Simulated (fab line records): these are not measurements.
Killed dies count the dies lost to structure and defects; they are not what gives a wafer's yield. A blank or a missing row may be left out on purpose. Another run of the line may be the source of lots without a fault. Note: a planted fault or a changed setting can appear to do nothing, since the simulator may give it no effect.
What tool caused it? / flow sky130 / 39 wafers from 14 lots sampled at 4 of the route's 708 steps

== WHAT THE GAUGES READ, wafer by wafer ==
SKY_FIELD_ISO_BOW_MEAS_00. Usual: INCOMING_BOW gives -1 um (standard deviation 5.8).
lot=L336; measured=day 1 10:04; on=film metro-02; INCOMING_BOW (um)=-3 -9 -13; flag=
lot=L337; measured=day 1 15:01; on=film metro-03; INCOMING_BOW (um)=0 14 -3; flag=
lot=L338; measured=day 1 20:00; on=film metro-01; INCOMING_BOW (um)=-2 4 5; flag=
lot=L339; measured=day 2 01:00; on=film metro-03; INCOMING_BOW (um)=-10 1 -3; flag=
lot=L340; measured=day 2 06:01; on=film metro-01; INCOMING_BOW (um)=-3 1 -6; flag=
lot=L343; measured=day 2 21:04; on=film metro-03; INCOMING_BOW (um)=1 -2 0; flag=
lot=L344; measured=day 3 02:01; on=film metro-03; INCOMING_BOW (um)=-2 -5 -6; flag=
lot=L345; measured=day 3 07:02; on=film metro-03; INCOMING_BOW (um)=-7 -7 -9; flag=
lot=L346; measured=day 3 12:00; on=film metro-02; INCOMING_BOW (um)=-4 1 1; flag=
lot=L347; measured=day 3 17:01; on=film metro-01; INCOMING_BOW (um)=1 -7 11; flag=
lot=L348; measured=day 3 22:00; on=film metro-03; INCOMING_BOW (um)=5 -7 -4; flag=
lot=L351; measured=day 4 13:04; on=film metro-03; INCOMING_BOW (um)=8 0; flag=
lot=L353; measured=day 4 23:00; on=film metro-01; INCOMING_BOW (um)=1 -1; flag=
lot=L356; measured=day 5 14:02; on=film metro-02; INCOMING_BOW (um)=-10 7; flag=

SKY_DNWELL_TW_MEAS_09. Usual: DNWELL_TW gives 1108 (standard deviation 6.5).
lot=L336; measured=day 3 07:07; on=film metro-02; DNWELL_TW=1105 1108 1099; flag=
lot=L337; measured=day 3 16:59; on=film metro-02; DNWELL_TW=1099 1095 1101; flag=
lot=L338; measured=day 3 16:34; on=film metro-02; DNWELL_TW=1104 1104 1103; flag=
lot=L339; measured=day 3 19:58; on=film metro-04; DNWELL_TW=1114 1103 1114; flag=
lot=L340; measured=day 4 00:38; on=film metro-03; DNWELL_TW=1110 1113 1118; flag=
lot=L343; measured=day 4 21:54; on=film metro-04; DNWELL_TW=1108 1104 1109; flag=
lot=L344; measured=day 5 06:35; on=film metro-03; DNWELL_TW=1113 1111 1114; flag=
lot=L345; measured=day 5 09:23; on=film metro-04; DNWELL_TW=1110 1102 1115; flag=
lot=L346; measured=day 5 11:46; on=film metro-02; DNWELL_TW=1100 1097 1098; flag=
lot=L347; measured=day 5 17:53; on=film metro-04; DNWELL_TW=1114 1122 1118; flag=
lot=L348; measured=day 5 21:37; on=film metro-04; DNWELL_TW=1109 1111 1107; flag=
lot=L351; measured=day 6 16:16; on=film metro-02; DNWELL_TW=1109 1099; flag=
lot=L353; measured=day 7 05:43; on=film metro-04; DNWELL_TW=1108 1102; flag=
lot=L356; measured=day 7 18:35; on=film metro-02; DNWELL_TW=1108 1108; flag=

SKY_VT_ADJUST_HVTP_OVL_MEAS_08. Usual: VT_ADJUST_HVTP_OVL gives -0.1 nm (standard deviation 1.7).
lot=L336; measured=day 6 05:43; on=overlay-02; VT_ADJUST_HVTP_OVL (nm)=-1.2 -2.0 -3.6; flag=
lot=L337; measured=day 6 17:29; on=overlay-01; VT_ADJUST_HVTP_OVL (nm)=-0.1 -0.3 1.4; flag=
lot=L338; measured=day 6 15:45; on=overlay-01; VT_ADJUST_HVTP_OVL (nm)=1.5 0.2 0.0; flag=
lot=L339; measured=day 6 20:06; on=overlay-02; VT_ADJUST_HVTP_OVL (nm)=0.5 -0.6 -1.1; flag=
lot=L340; measured=day 7 02:02; on=overlay-02; VT_ADJUST_HVTP_OVL (nm)=2.1 -0.3 0.7; flag=
lot=L343; measured=day 8 02:49; on=overlay-01; VT_ADJUST_HVTP_OVL (nm)=-2.8 -1.2 -0.7; flag=
lot=L344; measured=day 8 13:41; on=overlay-01; VT_ADJUST_HVTP_OVL (nm)=-0.9 0.4 -1.2; flag=
lot=L345; measured=day 8 15:39; on=overlay-02; VT_ADJUST_HVTP_OVL (nm)=0.2 0.9 0.3; flag=
lot=L346; measured=day 8 19:04; on=overlay-02; VT_ADJUST_HVTP_OVL (nm)=1.0 3.3 1.4; flag=
lot=L347; measured=day 9 01:28; on=overlay-02; VT_ADJUST_HVTP_OVL (nm)=1.2 0.7 1.7; flag=
lot=L348; measured=day 9 06:40; on=overlay-02; VT_ADJUST_HVTP_OVL (nm)=2.4 -0.2 1.7; flag=
lot=L351; measured=day 10 05:23; on=overlay-01; VT_ADJUST_HVTP_OVL (nm)=-2.6 -2.3; flag=
lot=L353; measured=day 10 19:24; on=overlay-02; VT_ADJUST_HVTP_OVL (nm)=2.4 3.2; flag=
lot=L356; measured=day 11 09:32; on=overlay-01; VT_ADJUST_HVTP_OVL (nm)=0.5 -0.6; flag=

== TOOL THAT RAN EACH LOT (tool first, then ch and the chambers of the sampled wafers, then the start) ==
lot=L336; SKY_FIELD_ISO_ETCH_17=rie si-02 ch 0,1,2, day 2 07:18
lot=L337; SKY_FIELD_ISO_ETCH_17=rie si-02 ch 0,1,3, day 2 16:25
lot=L338; SKY_FIELD_ISO_ETCH_17=rie si-02 ch 0,1,3, day 2 16:36
lot=L339; SKY_FIELD_ISO_ETCH_17=rie si-01 ch 0,3, day 2 20:46
lot=L340; SKY_FIELD_ISO_ETCH_17=rie si-02 ch 0,1, day 3 01:42
lot=L343; SKY_FIELD_ISO_ETCH_17=rie si-01 ch 1,2, day 3 16:49
lot=L344; SKY_FIELD_ISO_ETCH_17=rie si-02 ch 1,2,3, day 3 23:09
lot=L345; SKY_FIELD_ISO_ETCH_17=rie si-02 ch 0,3, day 4 03:46
lot=L346; SKY_FIELD_ISO_ETCH_17=rie si-02 ch 1,3, day 4 08:00
lot=L347; SKY_FIELD_ISO_ETCH_17=rie si-01 ch 0,3, day 4 17:51
lot=L348; SKY_FIELD_ISO_ETCH_17=rie si-01 ch 0,2,3, day 4 21:01
lot=L351; SKY_FIELD_ISO_ETCH_17=rie si-01 ch 1,3, day 5 13:32
lot=L353; SKY_FIELD_ISO_ETCH_17=rie si-01 ch 1,3, day 5 23:35
lot=L356; SKY_FIELD_ISO_ETCH_17=rie si-01 ch 1,3, day 6 12:48
- SKY_FIELD_ISO_ETCH_17: etches Si in HBr/Cl2/O2, target depth 342 nm, time 97.7 s.

== WHAT THE TOOLS THEMSELVES READ (means of the sampled wafers that have a number; where no wafer has one, the mark that the record gives instead) ==
SKY_FIELD_ISO_ETCH_17. Usual: drypump motor current A 5.9 A, standard deviation 0.5; mfc cl2 sccm 40.02 sccm, standard deviation 0.12; oes product au 0.998 a.u., standard deviation 0.0074; rf fwd power W 596.6 W, standard deviation 2.2; throttle valve pct 25.658 %, standard deviation 0.011.
lot=L336; tool=rie si-02; drypump motor current A (A)=6.0; mfc cl2 sccm (sccm)=40.02; oes product au (a.u.)=0.993; rf fwd power W (W)=594.1; throttle valve pct (%)=25.667; flag=
lot=L337; tool=rie si-02; drypump motor current A (A)=6.3; mfc cl2 sccm (sccm)=40.07; oes product au (a.u.)=0.989; rf fwd power W (W)=595.0; throttle valve pct (%)=25.669; flag=
lot=L338; tool=rie si-02; drypump motor current A (A)=6.3; mfc cl2 sccm (sccm)=40.03; oes product au (a.u.)=1.000; rf fwd power W (W)=596.9; throttle valve pct (%)=25.661; flag=
lot=L339; tool=rie si-01; drypump motor current A (A)=5.2; mfc cl2 sccm (sccm)=40.06; oes product au (a.u.)=0.994; rf fwd power W (W)=596.6; throttle valve pct (%)=25.642; flag=
lot=L340; tool=rie si-02; drypump motor current A (A)=6.2; mfc cl2 sccm (sccm)=40.00; oes product au (a.u.)=0.996; rf fwd power W (W)=595.5; throttle valve pct (%)=25.653; flag=
lot=L343; tool=rie si-01; drypump motor current A (A)=5.5; mfc cl2 sccm (sccm)=40.12; oes product au (a.u.)=1.004; rf fwd power W (W)=598.4; throttle valve pct (%)=25.656; flag=
lot=L344; tool=rie si-02; drypump motor current A (A)=6.1; mfc cl2 sccm (sccm)=39.96; oes product au (a.u.)=1.000; rf fwd power W (W)=596.4; throttle valve pct (%)=25.670; flag=
lot=L345; tool=rie si-02; drypump motor current A (A)=6.4; mfc cl2 sccm (sccm)=40.01; oes product au (a.u.)=0.999; rf fwd power W (W)=594.6; throttle valve pct (%)=25.654; flag=
lot=L346; tool=rie si-02; drypump motor current A (A)=6.4; mfc cl2 sccm (sccm)=40.12; oes product au (a.u.)=0.992; rf fwd power W (W)=597.0; throttle valve pct (%)=25.667; flag=
lot=L347; tool=rie si-01; drypump motor current A (A)=5.2; mfc cl2 sccm (sccm)=40.02; oes product au (a.u.)=1.011; rf fwd power W (W)=597.3; throttle valve pct (%)=25.653; flag=
lot=L348; tool=rie si-01; drypump motor current A (A)=5.5; mfc cl2 sccm (sccm)=40.10; oes product au (a.u.)=0.998; rf fwd power W (W)=597.2; throttle valve pct (%)=25.651; flag=
lot=L351; tool=rie si-01; drypump motor current A (A)=5.3; mfc cl2 sccm (sccm)=39.97; oes product au (a.u.)=0.913; rf fwd power W (W)=596.0; throttle valve pct (%)=25.723; flag=OFF
lot=L353; tool=rie si-01; drypump motor current A (A)=5.3; mfc cl2 sccm (sccm)=39.94; oes product au (a.u.)=0.903; rf fwd power W (W)=596.9; throttle valve pct (%)=25.712; flag=OFF
lot=L356; tool=rie si-01; drypump motor current A (A)=5.3; mfc cl2 sccm (sccm)=40.00; oes product au (a.u.)=0.902; rf fwd power W (W)=599.2; throttle valve pct (%)=25.726; flag=OFF

== THE ANSWER, worked out from the rows above alone ==
Rule: a lot is off if the mean of its wafers that have a number lies more than 3 standard deviations from the usual mean. Also off: a lot with no number at a reading for which 4 or more lots have one. Where the step has rows for the other lots, those lots are counted as sound. After the gauges, taken in route order, come the tools' own readings; for these a lot's mean is taken, as printed above. The first step at which some lot is off is used, and at that step the reading that is off furthest; a lot without a number counts as furthest.
Off: L351, L353, L356 (SKY_FIELD_ISO_ETCH_17, oes product au).
A tool fits if, at that step or a process step before it, it ran every lot that is off, and no sound lot after the first of them. One candidate fits, namely rie si-01 at SKY_FIELD_ISO_ETCH_17. Its last sound lot is L348 (day 4 21:01), its first lot that is off L351 (day 5 13:32): a fault that began between those two fits.
The tool's own readings at SKY_FIELD_ISO_ETCH_17 bear it out: on the lots that are off they differ by more than 5 times the standard deviation of the sound lots' means. oes product au reads 0.906 a.u. there against 0.998 a.u. on the sound lots; throttle valve pct reads 25.720 % there against 25.658 % on the sound lots.

== WHAT WAS PUT IN BY THE SIMULATOR ==
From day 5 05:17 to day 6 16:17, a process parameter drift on rie si-01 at SKY_FIELD_ISO_ETCH_17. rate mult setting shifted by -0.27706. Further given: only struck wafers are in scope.
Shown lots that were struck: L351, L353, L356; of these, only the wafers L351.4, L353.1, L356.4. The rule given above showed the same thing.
